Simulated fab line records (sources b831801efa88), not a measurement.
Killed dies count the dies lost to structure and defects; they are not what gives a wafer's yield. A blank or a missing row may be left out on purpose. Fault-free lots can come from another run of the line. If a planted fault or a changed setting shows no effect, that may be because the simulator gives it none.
2 desks looking at one fault	flow gf180mcu	each desk holds nothing but its own numbers, with what lay behind them at the end

== THE METROLOGY DESK ==
Lot by lot, what the gauges showed, no matter which tool ran the lot: averages of those sampled wafers that carry a number. A lot is out of limits, marked OUT, if its mean lies more than 4 standard deviations from the usual mean; the brackets give that distance.
Columns: A = V5_CVD_02_THK at GF_V5_THK_MEAS_03, usual 1453 nm; B = PASSIVATION_CVD_00_THK at GF_PASSIVATION_THK_MEAS_01, usual 999 nm
lot	first seen here	A	B
L461	day 26 20:23	1454	994
L463	day 27 09:29	1451	992
L464	day 27 18:38	1463	940 (-4.5) OUT
L465	day 28 03:15	1457	942 (-4.4) OUT
L466	day 28 09:36	1459	1001
L473	day 30 18:22	1452	996
L474	day 31 01:44	1453	1006
L476	day 31 11:58	1462	993
L478	day 32 05:35	1447	993
L479	day 32 06:48	1448	1019
L480	day 32 15:22	1451	1008
L482	day 32 22:58	1440	1003
Per this desk, out of limits: L464, L465; the first was L464, day 29 12:56 (PASSIVATION_CVD_00_THK at GF_PASSIVATION_THK_MEAS_01). L461, L463, L466, L473, L474, L476, L478, L479, L480, L482: within limits.

== THE TOOL OWNER'S DESK: pecvd-03 ==
The tool's own readings at GF_PASSIVATION_CVD_00 (deposits SiO2 from TEOS, target thk 1000 nm, time 111.95 s): means of the sampled wafers that have a number, for each lot that ran on this tool. A lot is out of limits, marked OUT, if its mean lies more than 4 standard deviations from the usual mean; the brackets give that distance.
Columns: A = heater_power_w at GF_PASSIVATION_CVD_00, usual 614 W
lot	first seen here	A
L461	day 28 15:29	578
L464	day 29 12:51	628
L465	day 29 20:36	602
L478	day 33 17:25	632
L479	day 33 18:24	587
L480	day 34 01:28	544
L482	day 34 08:17	629
Result from this desk: across the 7 lots, nothing is out of limits.

== TAKEN TOGETHER ==
Metrology desk: alarm possible at day 29 12:56 on L464, L465.
Nothing out of limits was seen by the tool owner's desk.
The tool owner's desk has L464, L465 on record, within its limits.
Every lot named ran GF_PASSIVATION_CVD_00 on pecvd-03.

== WHAT THE SIMULATOR HAD PUT IN ==
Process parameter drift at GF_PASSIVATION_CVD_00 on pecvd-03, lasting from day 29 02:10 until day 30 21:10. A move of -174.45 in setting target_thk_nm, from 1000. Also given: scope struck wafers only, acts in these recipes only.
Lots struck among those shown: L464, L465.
Time in hours between the start of the fault and the first out-of-limits reading at each desk: metrology desk, 11.
